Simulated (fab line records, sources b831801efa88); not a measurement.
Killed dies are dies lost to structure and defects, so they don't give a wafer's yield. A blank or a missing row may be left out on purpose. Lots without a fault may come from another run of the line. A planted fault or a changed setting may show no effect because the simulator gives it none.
Chamber matching | flow gf180mcu | GF_V5_CMP_26 on cmp-02: 4 sister chambers
The step polishes, stops on SiO2, t overpolish 15 s, target thk 0 nm. 8 wafers are shown with their chamber, then 9 later ones without.

WAFERS WITH THEIR CHAMBER
wafer  | chamber | motor_current_A (A) | time_to_endpoint_s (s)
L835.5 | 0       | 11.2                | 85
L838.6 | 0       | 11.8                | 86
L850.2 | 2       | 10.5                | 81
L850.3 | 3       | 11.1                | 83
L850.4 | 1       | 9.2                 | 80
L851.1 | 3       | 11.3                | 84
L851.2 | 1       | 9.1                 | 84
L851.4 | 2       | 11.0                | 84

WAFERS WITHOUT THEIR CHAMBER
wafer  | motor_current_A (A) | time_to_endpoint_s (s)
L852.4 | 12.0                | 80
L852.5 | 8.9                 | 82
L852.6 | 10.4                | 80
L853.2 | 10.6                | 79
L853.4 | 11.3                | 84
L853.6 | 10.9                | 80
L855.1 | 9.2                 | 84
L855.2 | 10.9                | 83
L855.5 | 11.4                | 79

WHICH CHAMBER EACH WENT THROUGH
wafer  | from the rows above          | in truth
L852.4 | can't be placed: 3 or 0 or 2 | 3
L852.5 | 1                            | 1
L852.6 | can't be placed: 2 or 3      | 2
L853.2 | can't be placed: 2 or 3      | 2
L853.4 | can't be placed: 3 or 0 or 2 | 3
L853.6 | can't be placed: 2 or 3      | 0
L855.1 | 1                            | 1
L855.2 | can't be placed: 2 or 3 or 0 | 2
L855.5 | can't be placed: 3 or 2 or 0 | 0
Placed correctly: 2 of 9. Can't be placed from these rows: 7 (the true chamber is among the candidates in 6). Placed wrongly: 0.
How it was worked out, from the rows above alone: a wafer's distance from a chamber is the root of the sum, over the readings, of the square of ((its reading less the chamber's mean) divided by the reading's scatter). The wafer belongs to the nearest chamber; if the next one is less than 2 further off, it can't be placed. A chamber's mean is the mean of its shown wafers. The scatter: the root of (the sum of the squares of (reading less its chamber's mean) over the shown wafers, divided by (wafers less chambers)).
